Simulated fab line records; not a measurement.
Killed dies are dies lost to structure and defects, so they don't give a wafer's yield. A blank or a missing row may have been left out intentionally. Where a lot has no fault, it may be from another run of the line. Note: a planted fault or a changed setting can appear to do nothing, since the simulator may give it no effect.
The tool behind it: which one? || flow gf180mcu || 13 lots, 39 wafers sampled, at 6 steps of a route of 602

== WHAT THE GAUGES SHOWED, per wafer ==
GF_STI_BOW_MEAS_00. Usual: INCOMING_BOW typically reads 0 um, with standard deviation 6.5.
{"lot": "L421", "measured": "day 1 10:01", "on": "film metro-03", "INCOMING_BOW (um)": "5 3 -6", "flag": ""}
{"lot": "L422", "measured": "day 1 15:00", "on": "film metro-02", "INCOMING_BOW (um)": "-6 10 -3", "flag": ""}
{"lot": "L423", "measured": "day 1 20:00", "on": "film metro-03", "INCOMING_BOW (um)": "6 -7 -5", "flag": ""}
{"lot": "L424", "measured": "day 2 01:01", "on": "film metro-03", "INCOMING_BOW (um)": "-2 -4 -7", "flag": ""}
{"lot": "L425", "measured": "day 2 06:01", "on": "film metro-04", "INCOMING_BOW (um)": "2 1 12", "flag": ""}
{"lot": "L426", "measured": "day 2 11:02", "on": "film metro-03", "INCOMING_BOW (um)": "0 8 -6", "flag": ""}
{"lot": "L427", "measured": "day 2 16:02", "on": "film metro-04", "INCOMING_BOW (um)": "7 1 -3", "flag": ""}
{"lot": "L430", "measured": "day 3 07:00", "on": "film metro-03", "INCOMING_BOW (um)": "8 22 -10", "flag": ""}
{"lot": "L432", "measured": "day 3 17:00", "on": "film metro-02", "INCOMING_BOW (um)": "-4 -2 4", "flag": ""}
{"lot": "L436", "measured": "day 4 13:01", "on": "film metro-04", "INCOMING_BOW (um)": "10 4 0", "flag": ""}
{"lot": "L437", "measured": "day 4 18:00", "on": "film metro-04", "INCOMING_BOW (um)": "5 5 -7", "flag": ""}
{"lot": "L438", "measured": "day 4 23:00", "on": "film metro-02", "INCOMING_BOW (um)": "-6 1 4", "flag": ""}
{"lot": "L439", "measured": "day 5 04:04", "on": "film metro-04", "INCOMING_BOW (um)": "5 -16 -7", "flag": ""}

GF_MVSD_TW_MEAS_11. Usual: MVSD_TW typically reads 1565, with standard deviation 13.
{"lot": "L421", "measured": "day 4 11:24", "on": "film metro-03", "MVSD_TW": "1555 1543 1540", "flag": ""}
{"lot": "L422", "measured": "day 4 17:23", "on": "film metro-01", "MVSD_TW": "1577 1569 1571", "flag": ""}
{"lot": "L423", "measured": "day 4 23:22", "on": "film metro-03", "MVSD_TW": "1547 1546 1551", "flag": ""}
{"lot": "L424", "measured": "day 5 04:12", "on": "film metro-01", "MVSD_TW": "1579 1575 1571", "flag": ""}
{"lot": "L425", "measured": "day 5 11:21", "on": "film metro-04", "MVSD_TW": "1565 1566 1574", "flag": ""}
{"lot": "L426", "measured": "day 5 15:08", "on": "film metro-04", "MVSD_TW": "1563 1568 1566", "flag": ""}
{"lot": "L427", "measured": "day 5 20:10", "on": "film metro-04", "MVSD_TW": "1569 1574 1573", "flag": ""}
{"lot": "L430", "measured": "day 6 15:15", "on": "film metro-04", "MVSD_TW": "1571 1568 1568", "flag": ""}
{"lot": "L432", "measured": "day 7 04:12", "on": "film metro-01", "MVSD_TW": "1568 1560 1568", "flag": ""}
{"lot": "L436", "measured": "day 8 02:21", "on": "film metro-04", "MVSD_TW": "1680 1676 1687", "flag": "OFF"}
{"lot": "L437", "measured": "day 8 06:32", "on": "film metro-03", "MVSD_TW": "1638 1646 1641", "flag": "OFF"}
{"lot": "L438", "measured": "day 8 12:00", "on": "film metro-01", "MVSD_TW": "1678 1669 1683", "flag": "OFF"}
{"lot": "L439", "measured": "day 8 17:41", "on": "film metro-03", "MVSD_TW": "1636 1644 1641", "flag": "OFF"}

GF_VT_IMPLANT_RS_MEAS_46: measurement is done with a four-point probe. Usual: MVSD_RS typically reads 457.0 ohm/sq, with standard deviation 1.5.
{"lot": "L421", "measured": "day 7 13:52", "on": "film metro-03", "MVSD_RS (ohm/sq)": "455.1 458.0 456.9", "flag": ""}
{"lot": "L422", "measured": "day 7 21:41", "on": "film metro-03", "MVSD_RS (ohm/sq)": "456.2 456.9 456.3", "flag": ""}
{"lot": "L423", "measured": "day 8 05:12", "on": "film metro-03", "MVSD_RS (ohm/sq)": "456.7 455.2 455.3", "flag": ""}
{"lot": "L424", "measured": "day 8 08:24", "on": "film metro-03", "MVSD_RS (ohm/sq)": "456.2 456.6 456.5", "flag": ""}
{"lot": "L425", "measured": "day 8 16:41", "on": "film metro-03", "MVSD_RS (ohm/sq)": "459.1 458.6 458.8", "flag": ""}
{"lot": "L426", "measured": "day 8 21:41", "on": "film metro-03", "MVSD_RS (ohm/sq)": "457.3 456.4 456.3", "flag": ""}
{"lot": "L427", "measured": "day 9 03:11", "on": "film metro-01", "MVSD_RS (ohm/sq)": "454.2 455.0 454.4", "flag": ""}
{"lot": "L430", "measured": "day 10 00:44", "on": "film metro-03", "MVSD_RS (ohm/sq)": "455.8 456.3 456.0", "flag": ""}
{"lot": "L432", "measured": "day 10 16:46", "on": "film metro-04", "MVSD_RS (ohm/sq)": "458.5 459.6 456.9", "flag": ""}
{"lot": "L436", "measured": "day 11 18:11", "on": "film metro-04", "MVSD_RS (ohm/sq)": "476.9 477.2 475.9", "flag": "OFF"}
{"lot": "L437", "measured": "day 11 23:24", "on": "film metro-01", "MVSD_RS (ohm/sq)": "475.1 475.3 475.9", "flag": "OFF"}
{"lot": "L438", "measured": "day 12 05:38", "on": "film metro-04", "MVSD_RS (ohm/sq)": "479.0 479.2 478.5", "flag": "OFF"}
{"lot": "L439", "measured": "day 12 13:23", "on": "film metro-04", "MVSD_RS (ohm/sq)": "478.1 479.0 478.8", "flag": "OFF"}

GF_POLY_GATE_THK_MEAS_17. Usual: POLY_GATE_OXIDATION_THK typically reads 3.99 nm, with standard deviation 0.078.
{"lot": "L421", "measured": "day 9 13:23", "on": "film metro-02", "POLY_GATE_OXIDATION_THK (nm)": "3.91 3.99 4.01", "flag": ""}
{"lot": "L422", "measured": "day 9 21:50", "on": "film metro-02", "POLY_GATE_OXIDATION_THK (nm)": "4.07 4.10 4.11", "flag": ""}
{"lot": "L423", "measured": "day 10 00:17", "on": "film metro-03", "POLY_GATE_OXIDATION_THK (nm)": "3.99 3.96 4.03", "flag": ""}
{"lot": "L424", "measured": "day 10 10:14", "on": "film metro-01", "POLY_GATE_OXIDATION_THK (nm)": "4.04 3.94 4.03", "flag": ""}
{"lot": "L425", "measured": "day 10 14:23", "on": "film metro-01", "POLY_GATE_OXIDATION_THK (nm)": "3.98 4.00 3.98", "flag": ""}
{"lot": "L426", "measured": "day 10 22:31", "on": "film metro-02", "POLY_GATE_OXIDATION_THK (nm)": "3.92 3.87 3.95", "flag": ""}
{"lot": "L427", "measured": "day 11 01:36", "on": "film metro-01", "POLY_GATE_OXIDATION_THK (nm)": "4.10 3.96 3.95", "flag": ""}
{"lot": "L430", "measured": "day 12 00:39", "on": "film metro-02", "POLY_GATE_OXIDATION_THK (nm)": "4.01 4.00 4.04", "flag": ""}
{"lot": "L432", "measured": "day 12 13:55", "on": "film metro-01", "POLY_GATE_OXIDATION_THK (nm)": "3.93 3.97 3.79", "flag": ""}
{"lot": "L436", "measured": "day 13 15:55", "on": "film metro-01", "POLY_GATE_OXIDATION_THK (nm)": "3.96 4.01 4.02", "flag": ""}
{"lot": "L437", "measured": "day 13 23:14", "on": "film metro-02", "POLY_GATE_OXIDATION_THK (nm)": "3.98 3.94 3.89", "flag": ""}
{"lot": "L438", "measured": "day 14 06:37", "on": "film metro-03", "POLY_GATE_OXIDATION_THK (nm)": "4.19 4.15 4.19", "flag": ""}
{"lot": "L439", "measured": "day 14 14:09", "on": "film metro-01", "POLY_GATE_OXIDATION_THK (nm)": "3.94 3.99 3.97", "flag": ""}

== TOOL THAT RAN EACH LOT (tool first, then ch and the chambers of the sampled wafers, then the start) ==
{"lot": "L421", "GF_MVSD_IMPLANT_09": "implanter-03 ch 0, day 4 11:10", "GF_VT_IMPLANT_STRIP_20": "plasma asher-01 ch 0,1, day 6 06:30"}
{"lot": "L422", "GF_MVSD_IMPLANT_09": "implanter-04 ch 0, day 4 17:08", "GF_VT_IMPLANT_STRIP_20": "plasma asher-04 ch 0,1, day 6 14:16"}
{"lot": "L423", "GF_MVSD_IMPLANT_09": "implanter-01 ch 0, day 4 22:58", "GF_VT_IMPLANT_STRIP_20": "plasma asher-01 ch 0,1, day 6 20:20"}
{"lot": "L424", "GF_MVSD_IMPLANT_09": "implanter-04 ch 0, day 5 03:58", "GF_VT_IMPLANT_STRIP_20": "plasma asher-02 ch 0,1, day 7 00:20"}
{"lot": "L425", "GF_MVSD_IMPLANT_09": "implanter-04 ch 0, day 5 11:07", "GF_VT_IMPLANT_STRIP_20": "plasma asher-04 ch 1, day 7 08:14"}
{"lot": "L426", "GF_MVSD_IMPLANT_09": "implanter-04 ch 0, day 5 14:55", "GF_VT_IMPLANT_STRIP_20": "plasma asher-04 ch 0,1, day 7 13:17"}
{"lot": "L427", "GF_MVSD_IMPLANT_09": "implanter-03 ch 0, day 5 19:57", "GF_VT_IMPLANT_STRIP_20": "plasma asher-01 ch 0,1, day 7 18:38"}
{"lot": "L430", "GF_MVSD_IMPLANT_09": "implanter-01 ch 0, day 6 15:00", "GF_VT_IMPLANT_STRIP_20": "plasma asher-02 ch 0,1, day 8 14:11"}
{"lot": "L432", "GF_MVSD_IMPLANT_09": "implanter-03 ch 0, day 7 03:57", "GF_VT_IMPLANT_STRIP_20": "plasma asher-02 ch 0,1, day 9 04:37"}
{"lot": "L436", "GF_MVSD_IMPLANT_09": "implanter-03 ch 0, day 8 02:07", "GF_VT_IMPLANT_STRIP_20": "plasma asher-04 ch 1, day 10 04:58"}
{"lot": "L437", "GF_MVSD_IMPLANT_09": "implanter-03 ch 0, day 8 06:17", "GF_VT_IMPLANT_STRIP_20": "plasma asher-02 ch 0,1, day 10 10:30"}
{"lot": "L438", "GF_MVSD_IMPLANT_09": "implanter-04 ch 0, day 8 11:45", "GF_VT_IMPLANT_STRIP_20": "plasma asher-02 ch 1, day 10 15:58"}
{"lot": "L439", "GF_MVSD_IMPLANT_09": "implanter-01 ch 0, day 8 17:28", "GF_VT_IMPLANT_STRIP_20": "plasma asher-02 ch 0,1, day 10 22:33"}
- GF_MVSD_IMPLANT_09
- GF_VT_IMPLANT_STRIP_20: strips in O2/N2.

== WHAT THE TOOLS THEMSELVES READ (means of the sampled wafers that have a number; where no wafer has one, the mark that the record gives instead) ==
GF_VT_IMPLANT_STRIP_20. Usual: drypump motor current A 5.9 A, standard deviation 0.64; heater power w 334 W, standard deviation 39; n2 flow sccm 300.1 sccm, standard deviation 0.85; oes product au 0.716 a.u., standard deviation 0.0047; strip time to endpoint s 12.61 s, standard deviation 0.038.
{"lot": "L421", "tool": "plasma asher-01", "drypump motor current A (A)": 6.1, "heater power w (W)": 335, "n2 flow sccm (sccm)": 299.8, "oes product au (a.u.)": 0.715, "strip time to endpoint s (s)": 12.67, "flag": ""}
{"lot": "L422", "tool": "plasma asher-04", "drypump motor current A (A)": 6.3, "heater power w (W)": 331, "n2 flow sccm (sccm)": 299.3, "oes product au (a.u.)": 0.715, "strip time to endpoint s (s)": 12.61, "flag": ""}
{"lot": "L423", "tool": "plasma asher-01", "drypump motor current A (A)": 6.1, "heater power w (W)": 334, "n2 flow sccm (sccm)": 300.1, "oes product au (a.u.)": 0.715, "strip time to endpoint s (s)": 12.60, "flag": ""}
{"lot": "L424", "tool": "plasma asher-02", "drypump motor current A (A)": 5.5, "heater power w (W)": 356, "n2 flow sccm (sccm)": 300.5, "oes product au (a.u.)": 0.717, "strip time to endpoint s (s)": 12.59, "flag": ""}
{"lot": "L425", "tool": "plasma asher-04", "drypump motor current A (A)": 5.3, "heater power w (W)": 311, "n2 flow sccm (sccm)": 299.6, "oes product au (a.u.)": 0.715, "strip time to endpoint s (s)": 12.58, "flag": ""}
{"lot": "L426", "tool": "plasma asher-04", "drypump motor current A (A)": 5.8, "heater power w (W)": 313, "n2 flow sccm (sccm)": 300.1, "oes product au (a.u.)": 0.719, "strip time to endpoint s (s)": 12.59, "flag": ""}
{"lot": "L427", "tool": "plasma asher-01", "drypump motor current A (A)": 6.1, "heater power w (W)": 329, "n2 flow sccm (sccm)": 299.4, "oes product au (a.u.)": 0.719, "strip time to endpoint s (s)": 12.61, "flag": ""}
{"lot": "L430", "tool": "plasma asher-02", "drypump motor current A (A)": 5.8, "heater power w (W)": 370, "n2 flow sccm (sccm)": 300.1, "oes product au (a.u.)": 0.721, "strip time to endpoint s (s)": 12.61, "flag": ""}
{"lot": "L432", "tool": "plasma asher-02", "drypump motor current A (A)": 5.5, "heater power w (W)": 361, "n2 flow sccm (sccm)": 300.4, "oes product au (a.u.)": 0.714, "strip time to endpoint s (s)": 12.65, "flag": ""}
{"lot": "L436", "tool": "plasma asher-04", "drypump motor current A (A)": 5.3, "heater power w (W)": 311, "n2 flow sccm (sccm)": 299.5, "oes product au (a.u.)": 0.719, "strip time to endpoint s (s)": 12.59, "flag": ""}
{"lot": "L437", "tool": "plasma asher-02", "drypump motor current A (A)": 5.8, "heater power w (W)": 361, "n2 flow sccm (sccm)": 299.7, "oes product au (a.u.)": 0.719, "strip time to endpoint s (s)": 12.58, "flag": ""}
{"lot": "L438", "tool": "plasma asher-02", "drypump motor current A (A)": 6.3, "heater power w (W)": 373, "n2 flow sccm (sccm)": 301.2, "oes product au (a.u.)": 0.718, "strip time to endpoint s (s)": 12.58, "flag": ""}
{"lot": "L439", "tool": "plasma asher-02", "drypump motor current A (A)": 5.5, "heater power w (W)": 360, "n2 flow sccm (sccm)": 300.8, "oes product au (a.u.)": 0.719, "strip time to endpoint s (s)": 12.64, "flag": ""}

== THE ANSWER, worked out from the rows above alone ==
Rule: take the mean of a lot's wafers that have a number; if it is more than 3 standard deviations from the usual mean, the lot is off. A lot without any number at a reading at which 4 lots or more have one is off too. Where the step has rows for the other lots, those lots are counted as sound. Order of review: gauges by route order, followed by the tools' own readings, for which a lot's mean as printed above is used. The first step at which some lot is off is used, and at that step the reading that is off furthest; a lot without a number counts as furthest.
Off: at GF_MVSD_TW_MEAS_11 (MVSD_TW), L436, L437, L438, L439.
If a tool, at a process step before that reading, ran all the lots that are off and no sound lot after the first of them, it fits. The gauges at GF_MVSD_TW_MEAS_11 are tried like those tools. Not one of the candidates tried fits.

== WHAT HAD BEEN PUT IN BY THE SIMULATOR ==
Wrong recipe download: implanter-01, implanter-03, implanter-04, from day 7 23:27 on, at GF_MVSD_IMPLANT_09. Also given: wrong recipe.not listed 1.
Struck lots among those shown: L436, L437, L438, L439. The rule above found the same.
